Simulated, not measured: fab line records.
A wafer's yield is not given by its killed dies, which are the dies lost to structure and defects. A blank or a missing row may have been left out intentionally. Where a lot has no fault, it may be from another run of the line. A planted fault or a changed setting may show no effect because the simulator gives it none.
Struck lot and sound lot, side by side / flow sky130 / 14 steps out of a route of 708
Sound: these wafers, L486.1, L486.2, L486.6. Struck: wafers L482.1, L482.3, L482.4. At the end, the cause is stated.
Order at every step that has rows: each side's tool, ch and its chambers, its first start. Under that, the readings that differ: sound wafers / struck wafers / difference of the means / sigmas: that difference in standard deviations of wafers without a fault.
alike: readings whose means differ by less than 2 such deviations, and words and numbers that are the same on both sides. not compared: withheld readings, readings that some wafer has no value for, bounds like >300 that may hide the same value, and numbers for which the record gives no deviation and whose values overlap.
Wherever a step has rows on one side only, a row that says differs or no value, or a row with sigmas, the two part there. Non-overlapping numbers with no deviation appear without sigmas and do not part them. A reading missing from all wafers of one side parts the sides only when that side holds two or more wafers.

first, 8 steps without rows for these wafers: SKY_METAL3_DEHYDRATE_05 (time 60 s); SKY_METAL3_HMDS_06 (prime time 60 s); SKY_METAL3_COAT_07 (resist thk 60 nm); SKY_METAL3_COAT_08 (resist thk 1140 nm); SKY_METAL3_SOFTBAKE_09 (time 90 s); SKY_METAL3_EXPOSE_10 (exposes mask MM3, target cd 300 nm); SKY_METAL3_PEB_11; SKY_METAL3_DEVELOP_12 (develop time 60 s).
SKY_METAL3_CD_MEAS_13: target cd 300 nm.
  sound on cdSem-02 at day 45 02:50; struck on cdSem-02 at day 43 20:55
  alike: cdNm
SKY_METAL3_OVL_MEAS_14:
  sound on overlay-02 at day 45 02:57; struck on overlay-01 at day 43 21:02
  alike: METAL3_OVL
SKY_METAL3_DESCUM_15: chemistry O2, time 8 s.
  sound on rieMetal-01 ch 0,1, day 45 02:59; struck on rieMetal-01 ch 0,1, day 43 21:04
  alike: drypumpMotorCurrentA, heBacksideLeakSccm, oesProductAu
  not compared: rfHoursCounterH
SKY_METAL3_ETCH_16: etches BARC in N2/H2, stops on SiO2, time 88.2 s, target depth 60 nm.
  sound on rieMetal-01 ch 0,1, day 45 03:01; struck on rieMetal-01 ch 0,1, day 43 21:06
  alike: biasW, chamberPressureMTorr, drypumpMotorCurrentA, heBacksideLeakSccm, oesProductAu, throttleValvePct
  not compared: rfHoursCounterH
SKY_METAL3_ETCH_17: etches SiO2 in C4F8/O2/Ar, stops on TiN, time 3.9 s, target depth 15 nm.
  sound on rieDiel-01 ch 0,1,3, day 45 03:07; struck on rieDiel-02 ch 0,1,2, day 43 21:12
  no value came back on the struck wafers for biasW (W), chamberPressureMTorr (mTorr), oesProductAu (a.u.); on the sound wafers biasW (W) reads 1205 1196 1199
SKY_METAL3_METAL_ETCH_18: etches the open film in Cl2/BCl3, stops on SiO2, target depth 845 nm, time 183.1 s.
  sound on rieMetal-04 ch 0,1, day 45 03:08; struck on rieMetal-04 ch 0,1, day 43 21:13
  alike: bcl3FlowSccm, biasW, drypumpMotorCurrentA, heBacksideLeakSccm, oesProductAu, throttleValvePct
  not compared: rfHoursCounterH

WHERE THEY PART
Only at SKY_METAL3_ETCH_17, within this record. Later steps at which nothing parts them and some readings are alike: SKY_METAL3_METAL_ETCH_18.

WHY: what had been put in by the simulator
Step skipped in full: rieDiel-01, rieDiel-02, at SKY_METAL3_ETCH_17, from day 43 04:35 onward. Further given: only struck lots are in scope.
